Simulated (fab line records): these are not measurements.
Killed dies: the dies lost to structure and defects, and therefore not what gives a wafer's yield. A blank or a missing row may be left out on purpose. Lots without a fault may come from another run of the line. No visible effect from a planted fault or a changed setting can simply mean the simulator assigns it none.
Problem report, 8D (eight disciplines) form, completed by code || flow sky130 || the parts of the form that need people (team, actions taken, sign-off) are left out

1. THE ISSUE
Mean of beam_on_s at SKY_NWELL_IMPLANT_13: 11.66 s across 4 wafers in 3 lots; on wafers with no fault it is 10.01 s (standard deviation 0.2). That puts it +8.2 standard deviations away from the usual mean.
Seen first at day 7 12:16 on implanter-04, wafer L298.2. The record holds 20 wafers of 7 lots with a number at this step. Rule for "out" (also "out of limits"): further than 4 standard deviations from the usual mean. Any other wafer with a number is counted as sound.

2. WHAT IT IS AND WHAT IT IS NOT
{"question": "which readings at this step", "is": "beam_on_s, faraday_current_uA", "is not": "-"}
{"question": "which lots", "is": "L298, L301, L302", "is not": "L288, L289, L303, L308"}
{"question": "which wafers of those lots", "is": "L298.2, L301.1, L302.1, L302.2", "is not": "L298.5, L301.3, L301.5, L302.5"}
{"question": "read on which tools", "is": "implanter-04", "is not": "implanter-02, implanter-03"}
{"question": "when", "is": "from day 7 12:16", "is not": "up to then (7 sound wafers); but 9 sound wafers of L301, L302, L303, L308 came after"}

3. SUSPECTS, AND WHAT RULES EACH OUT
Counting: if a tool at a process step up to the reading ran every lot that is out, it stays a suspect. Sound lots after the first of them don't rule it out here, since some wafers of a struck lot are sound.
- implanter-04 at SKY_NWELL_IMPLANT_13: kept. It processed each lot that is out (first: L298, day 7 12:16); up to then, its last sound lot is L289 (day 5 07:32). On those wafers its own readings are out: beam_on_s, faraday_current_uA.
Left after counting: implanter-04 at SKY_NWELL_IMPLANT_13.

4. THE CAUSE (what the simulator had put in)
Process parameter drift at SKY_NWELL_IMPLANT_13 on implanter-04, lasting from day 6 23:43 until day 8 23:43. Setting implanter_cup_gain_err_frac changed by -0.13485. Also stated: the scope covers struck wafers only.
The count eliminated every tool but this one.

5. SEQUENCE OF EFFECTS, ordered by route
Each row: a reading where the mean over the struck wafers with a number is more than 3 standard deviations away from the usual. Scope: only readings with a usual standard deviation given in the record; hours: median across lots of the time from each lot's start at the first step in this table that gives one to its start at this step; sigmas: change in usual standard deviations.
{"hours": 0, "step": "SKY_NWELL_IMPLANT_13", "reading": "beam_on_s", "usual": "10.01 s", "on struck wafers": 11.66, "change": "+1.65", "sigmas": "+8.2"}
{"hours": 0, "step": "SKY_NWELL_IMPLANT_13", "reading": "faraday_current_uA", "usual": 3.94, "on struck wafers": 3.39, "change": -0.55, "sigmas": -7.0}
Its process steps:
- SKY_NWELL_IMPLANT_13

6. HOW IT WOULD HAVE BEEN CAUGHT EARLIER
First out-of-limits reading in this record: day 7 12:16, which is 13 hours after fault onset at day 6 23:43.
